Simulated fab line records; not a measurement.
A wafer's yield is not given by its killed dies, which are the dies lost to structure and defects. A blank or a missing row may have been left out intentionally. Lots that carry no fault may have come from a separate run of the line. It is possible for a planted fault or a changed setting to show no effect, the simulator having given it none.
Which of the tools did it? -- flow sky130 -- 10 lots with 30 wafers sampled at 6 steps, on a route of 708 steps

WHAT THE GAUGES SHOWED, per wafer
SKY_CAPM_RS_MEAS_03: measures by four-point-probe. Usual: for CAPM_TIN_RS the level is 6.95 ohm/sq and the standard deviation is 0.09.
lot,measured,on,CAPM_TIN_RS (ohm/sq),flag
L763,day 36 17:06,filmMetro-03,6.86 6.95 6.88,
L767,day 37 20:59,filmMetro-01,7.07 6.99 6.92,
L768,day 38 10:25,filmMetro-01,6.99 6.85 6.83,
L770,day 38 19:50,filmMetro-01,6.94 7.01 6.91,
L773,day 40 00:43,filmMetro-03,6.97 6.95 6.97,
L774,day 40 09:44,filmMetro-04,6.91 6.91 6.91,
L775,day 40 10:50,filmMetro-01,6.90 6.86 6.90,
L779,day 41 09:32,filmMetro-03,7.09 7.36 7.01,
L781,day 41 21:35,filmMetro-04,7.01 7.27 7.04,
L785,day 43 00:04,filmMetro-03,6.79 6.82 6.81,

SKY_CAPM_THK_MEAS_04: measures by xrf. Usual: for CAPM_TIN_THK the level is 200 nm and the standard deviation is 3.1.
lot,measured,on,CAPM_TIN_THK (nm),flag
L763,day 36 17:13,filmMetro-03,202 202 203,
L767,day 37 21:05,filmMetro-01,194 196 199,
L768,day 38 10:31,filmMetro-01,196 200 200,
L770,day 38 19:56,filmMetro-01,198 196 198,
L773,day 40 00:50,filmMetro-03,199 199 198,
L774,day 40 09:51,filmMetro-04,204 203 204,
L775,day 40 10:56,filmMetro-01,199 200 199,
L779,day 41 09:39,filmMetro-03,197 190 199,
L781,day 41 21:41,filmMetro-04,200 193 199,
L785,day 43 00:11,filmMetro-03,205 205 205,

TOOL THAT RAN EACH LOT (tool first, then ch and the chambers of the sampled wafers, then the start)
lot,SKY_CONTACT_ETCH_16,SKY_VIA1_CVD_21,SKY_METAL2_SPUTTER_04,SKY_CAPM_SPUTTER_02
L763,"rieDiel-03 ch 0,2,3, day 31 21:28","cvdW-01 ch 0,1, day 34 07:08","pvdSputter-01, day 34 07:48","pvdSputter-02, day 36 16:58"
L767,"rieDiel-02 ch 0,1,3, day 33 03:03","cvdW-01 ch 0,1, day 35 12:47","pvdSputter-04, day 35 13:27","pvdSputter-02, day 37 20:51"
L768,"rieDiel-03 ch 1,2, day 33 17:37","cvdW-01 ch 0,1, day 36 03:13","pvdSputter-02, day 36 03:51","pvdSputter-01, day 38 10:16"
L770,"rieDiel-02 ch 0,1,3, day 34 04:13","cvdW-01 ch 0,1, day 36 12:17","pvdSputter-01, day 36 13:10","pvdSputter-02, day 38 19:42"
L773,"rieDiel-01 ch 0,1,3, day 35 09:24","cvdW-02 ch 0,1, day 37 17:51","pvdSputter-02, day 37 18:37","pvdSputter-02, day 40 00:36"
L774,"rieDiel-01 ch 0,1,2, day 35 20:07","cvdW-01 ch 0,1, day 38 04:22","pvdSputter-01, day 38 05:02","pvdSputter-03, day 40 09:37"
L775,"rieDiel-02 ch 1,3, day 35 20:21","cvdW-02 ch 0,1, day 38 04:43","pvdSputter-02, day 38 05:21","pvdSputter-03, day 40 10:41"
L779,"rieDiel-01 ch 0,1, day 36 20:24","cvdW-02 ch 0,1, day 39 02:50","pvdSputter-02, day 39 04:10","pvdSputter-02, day 41 09:25"
L781,"rieDiel-02 ch 0,1,2, day 37 10:37","cvdW-01 ch 1, day 39 16:44","pvdSputter-01, day 39 17:23","pvdSputter-02, day 41 21:27"
L785,"rieDiel-03 ch 1,2,3, day 38 14:19","cvdW-01 ch 0, day 40 20:07","pvdSputter-02, day 40 20:52","pvdSputter-03, day 42 23:58"
- SKY_CONTACT_ETCH_16: etches BARC in N2/H2, stops on SiO2, time 45.9 s, target depth 60 nm.
- SKY_VIA1_CVD_21: deposits W, target thk 270 nm, time 80.902 s.
- SKY_METAL2_SPUTTER_04: material TiN, target thk 70 nm, time 58.3 s.
- SKY_CAPM_SPUTTER_02: material TiN, target thk 200 nm, time 166.7 s.

AS READ BY THE TOOLS THEMSELVES (means over the sampled wafers that have a number; for cases with no such wafer, the mark the record gives instead)
SKY_CONTACT_ETCH_16. Usual: drypumpMotorCurrentA 5.7 A, standard deviation 0.38; oesProductAu 0.854 a.u., standard deviation 0.0047; throttleValvePct 13.225 %, standard deviation 0.0089.
lot,tool,drypumpMotorCurrentA (A),oesProductAu (a.u.),throttleValvePct (%),flag
L763,rieDiel-03,6.0,0.855,13.231,
L767,rieDiel-02,5.6,0.852,13.234,
L768,rieDiel-03,6.0,0.850,13.221,
L770,rieDiel-02,5.6,0.860,13.226,
L773,rieDiel-01,5.7,0.850,13.232,
L774,rieDiel-01,5.7,0.853,13.220,
L775,rieDiel-02,5.8,0.852,13.230,
L779,rieDiel-01,5.7,0.853,13.229,
L781,rieDiel-02,5.3,0.851,13.234,
L785,rieDiel-03,6.1,0.857,13.226,

SKY_VIA1_CVD_21. Usual: heaterPowerW at 864 W, with a standard deviation of 51.
lot,tool,heaterPowerW (W),flag
L763,cvdW-01,882,
L767,cvdW-01,909,
L768,cvdW-01,898,
L770,cvdW-01,842,
L773,cvdW-02,863,
L774,cvdW-01,841,
L775,cvdW-02,859,
L779,cvdW-02,852,
L781,cvdW-01,879,
L785,cvdW-01,782,

SKY_METAL2_SPUTTER_04. Usual: cathodeDcPowerW 6500.1 W, standard deviation 1.2; throttleValvePct 30.3 %, standard deviation 1.
lot,tool,cathodeDcPowerW (W),throttleValvePct (%),flag
L763,pvdSputter-01,6500.1,31.6,
L767,pvdSputter-04,6502.6,29.6,
L768,pvdSputter-02,6498.9,30.4,
L770,pvdSputter-01,6499.9,30.8,
L773,pvdSputter-02,6501.3,30.2,
L774,pvdSputter-01,6499.8,31.8,
L775,pvdSputter-02,6500.3,29.8,
L779,pvdSputter-02,6499.7,29.5,
L781,pvdSputter-01,6498.8,30.9,
L785,pvdSputter-02,6499.7,29.5,

SKY_CAPM_SPUTTER_02. Usual: cathodeDcPowerW 6500.0 W, standard deviation 1.2; throttleValvePct 29.8 %, standard deviation 1.1.
lot,tool,cathodeDcPowerW (W),throttleValvePct (%),flag
L763,pvdSputter-02,6500.6,30.1,
L767,pvdSputter-02,6500.6,29.8,
L768,pvdSputter-01,6499.1,30.9,
L770,pvdSputter-02,6499.8,29.5,
L773,pvdSputter-02,6498.1,29.6,
L774,pvdSputter-03,6501.0,29.1,
L775,pvdSputter-03,6500.2,28.6,
L779,pvdSputter-02,6499.6,30.0,
L781,pvdSputter-02,6500.2,30.1,
L785,pvdSputter-03,6500.4,29.2,

THE ANSWER, worked out from the rows above alone
Rule: take the mean of a lot's wafers that have a number; if it is more than 3 standard deviations from the usual mean, the lot is off. A lot without any number at a reading at which 4 lots or more have one is off too. All remaining lots with rows at the step are treated as sound. The gauges are gone through in route order, then the tools' own readings, and for those a lot's mean is taken as printed above. The first step at which some lot is off is used, and at that step the reading that is off furthest; a lot without a number counts as furthest.
None of the lots is off at any reading shown; this tells nothing.

WHAT WAS PUT IN BY THE SIMULATOR
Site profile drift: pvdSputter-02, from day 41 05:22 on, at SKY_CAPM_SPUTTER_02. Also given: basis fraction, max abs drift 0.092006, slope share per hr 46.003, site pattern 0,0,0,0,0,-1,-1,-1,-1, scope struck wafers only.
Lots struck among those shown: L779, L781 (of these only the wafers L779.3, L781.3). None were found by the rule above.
